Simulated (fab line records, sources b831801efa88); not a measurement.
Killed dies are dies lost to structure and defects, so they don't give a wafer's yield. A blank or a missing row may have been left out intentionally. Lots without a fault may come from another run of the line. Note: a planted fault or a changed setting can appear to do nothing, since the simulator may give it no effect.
Which tool is to blame?    flow gf180mcu    Sampling: 12 lots, 36 wafers, 6 of 602 route steps

== WHAT EACH GAUGE READ, for each wafer ==
GF_V2_OVL_MEAS_15.
lot   measured      on          V2_OVL (nm)
L154  day 20 04:52  overlay-02  10 13 6
L155  day 20 08:46  overlay-01  -8 -6 -10
L156  day 21 01:34  overlay-01  -3 0 3
L157  day 21 12:41  overlay-02  0 10 7
L160  day 22 12:58  overlay-02  5 1 0
L161  day 22 21:52  overlay-01  -1 -5 1
L168  day 25 12:52  overlay-01  6 6 10
L171  day 26 12:40  overlay-01  9 5 9
L172  day 26 17:43  overlay-02  -2 0 2
L173  day 27 01:22  overlay-01  4 9 0
L175  day 27 17:02  overlay-01  -2 -3 -1
L177  day 27 23:44  overlay-02  4 7 4

GF_V2_RS_MEAS_24: measures by four-point-probe.
lot   measured      on             V2_W_RS (ohm/sq)
L154  day 20 05:47  film metro-02  0.327 0.321 0.325
L155  day 20 09:43  film metro-03  0.325 0.326 0.323
L156  day 21 02:29  film metro-03  0.324 0.322 0.322
L157  day 21 13:38  film metro-02  0.326 0.329 0.333
L160  day 22 13:55  film metro-03  0.311 0.309 0.310
L161  day 22 22:50  film metro-04  0.310 0.313 0.309
L168  day 25 13:47  film metro-04  0.328 0.327 0.328
L171  day 26 13:36  film metro-04  0.325 0.323 0.327
L172  day 26 18:40  film metro-02  0.329 0.321 0.327
L173  day 27 02:21  film metro-02  0.331 0.329 0.331
L175  day 27 17:56  film metro-02  0.328 0.330 0.326
L177  day 28 00:38  film metro-04  0.324 0.323 0.334

GF_V2_THK_MEAS_25: measures by xrf.
lot   measured      on             V2_W_THK (nm)
L154  day 20 05:55  film metro-02  337 343 341
L155  day 20 09:49  film metro-03  354 349 356
L156  day 21 02:36  film metro-03  349 353 350
L157  day 21 13:46  film metro-02  342 338 335
L160  day 22 14:02  film metro-03  363 368 365
L161  day 22 22:56  film metro-04  365 360 366
L168  day 25 13:54  film metro-04  346 346 345
L171  day 26 13:43  film metro-04  349 350 344
L172  day 26 18:47  film metro-02  341 347 343
L173  day 27 02:28  film metro-02  335 338 337
L175  day 27 18:04  film metro-02  340 340 343
L177  day 28 00:46  film metro-04  352 354 341

== EACH LOT AND THE TOOL THAT RAN IT (in order: tool; ch and the chambers of the sampled wafers; start) ==
lot   GF_V2_CVD_02                     GF_V2_CMP_04                   GF_V2_CVD_23
L154  pecvd-04 ch 0,1,2, day 19 03:33  cmp-02 ch 0,1,2, day 19 03:41  cvd w-02 ch 0,1, day 20 05:41
L155  pecvd-01 ch 0,1,2, day 19 07:58  cmp-02 ch 0,3, day 19 08:07    cvd w-01 ch 0,1, day 20 09:35
L156  pecvd-02 ch 0,2, day 20 01:13    cmp-02 ch 1,2,3, day 20 01:24  cvd w-02 ch 0,1, day 21 02:22
L157  pecvd-02 ch 0,1, day 20 11:40    cmp-02 ch 0,1,2, day 20 11:48  cvd w-01 ch 0,1, day 21 13:29
L160  pecvd-02 ch 0,1,2, day 21 11:20  cmp-02 ch 0,1,3, day 21 12:58  cvd w-01 ch 0,1, day 22 13:47
L161  pecvd-01 ch 0,2, day 21 22:05    cmp-01 ch 1,2,3, day 21 22:16  cvd w-01 ch 0,1, day 22 22:43
L168  pecvd-02 ch 0,1,2, day 24 14:50  cmp-01 ch 0,2,3, day 24 15:01  cvd w-02 ch 0,1, day 25 13:40
L171  pecvd-04 ch 0,1, day 25 14:38    cmp-01 ch 1,2, day 25 14:46    cvd w-01 ch 0,1, day 26 13:28
L172  pecvd-04 ch 0,2, day 25 20:19    cmp-02 ch 1,2,3, day 25 20:27  cvd w-01 ch 0,1, day 26 18:33
L173  pecvd-02 ch 0,2, day 26 03:45    cmp-02 ch 0,1,2, day 26 03:59  cvd w-02 ch 1, day 27 02:14
L175  pecvd-02 ch 1,2, day 26 20:34    cmp-01 ch 0,2,3, day 26 20:45  cvd w-01 ch 0,1, day 27 17:50
L177  pecvd-01 ch 0,1, day 27 02:35    cmp-01 ch 1,2,3, day 27 02:56  cvd w-01 ch 0,1, day 28 00:32
- GF_V2_CVD_02: deposits SiO2 from TEOS, target thk 850 nm, time 94.851 s.
- GF_V2_CMP_04: polishes SiO2.
- GF_V2_CVD_23: deposits W, target thk 350 nm, time 104.94 s.

== AS READ BY THE TOOLS THEMSELVES (means over the sampled wafers that have a number; for cases with no such wafer, the mark the record gives instead) ==
GF_V2_CVD_02.
lot   tool      heater power w (W)  rf fwd power W (W)
L154  pecvd-04  680                 596.1
L155  pecvd-01  603                 595.1
L156  pecvd-02  643                 598.8
L157  pecvd-02  658                 593.9
L160  pecvd-02  642                 595.8
L161  pecvd-01  694                 594.2
L168  pecvd-02  661                 595.9
L171  pecvd-04  608                 598.5
L172  pecvd-04  706                 597.8
L173  pecvd-02  658                 596.6
L175  pecvd-02  613                 596.3
L177  pecvd-01  617                 593.0

GF_V2_CMP_04.
lot   tool    motor current A (A)  time to endpoint s (s)
L154  cmp-02  12.4                 73
L155  cmp-02  12.7                 76
L156  cmp-02  12.2                 77
L157  cmp-02  12.6                 74
L160  cmp-02  12.2                 72
L161  cmp-01  14.0                 82
L168  cmp-01  13.6                 87
L171  cmp-01  12.5                 71
L172  cmp-02  11.9                 73
L173  cmp-02  12.5                 73
L175  cmp-01  13.7                 74
L177  cmp-01  13.8                 75

GF_V2_CVD_23.
lot   tool      chamber pressure Torr (Torr)  heater power w (W)
L154  cvd w-02  39.96                         785
L155  cvd w-01  40.06                         883
L156  cvd w-02  39.98                         792
L157  cvd w-01  39.98                         880
L160  cvd w-01  44.85                         886
L161  cvd w-01  44.75                         930
L168  cvd w-02  39.96                         738
L171  cvd w-01  40.12                         950
L172  cvd w-01  39.93                         896
L173  cvd w-02  40.00                         859
L175  cvd w-01  40.02                         932
L177  cvd w-01  40.05                         938

== THE ANSWER, worked out from the rows above alone ==
Rule: the usual values come from the lots themselves. The widest of any qualifying gaps counts: lots, ordered by their means at a reading, are off when they make up no more than a third of the lots, leave a main group of 4 or more, and stand apart from it by 3 or more times the standard deviation of that group's means. The tables above print the reading to a certain number of digits; a main group whose means all agree to those digits is not used. A lot without any number at a reading at which 4 lots or more have one is off too. Any other lot the step has rows for is counted as sound. The gauges are gone through in route order, then the tools' own readings, and for those a lot's mean is taken as printed above. The first step at which some lot is off is used, and at that step the reading that is off furthest; a lot without a number counts as furthest.
Off: at GF_V2_RS_MEAS_24 (V2_W_RS), L160, L161. The main group has a mean of 0.326 ohm/sq with a standard deviation of 0.0023.
A tool fits if, at a process step before that reading, it ran every lot that is off, and no sound lot after the first of them. The gauges at GF_V2_RS_MEAS_24 aren't tried: what is off there is off at GF_V2_CVD_23 too, on other tools, and a gauge's error can't cause that. None of those tried fits.

== WHAT WAS PUT IN BY THE SIMULATOR ==
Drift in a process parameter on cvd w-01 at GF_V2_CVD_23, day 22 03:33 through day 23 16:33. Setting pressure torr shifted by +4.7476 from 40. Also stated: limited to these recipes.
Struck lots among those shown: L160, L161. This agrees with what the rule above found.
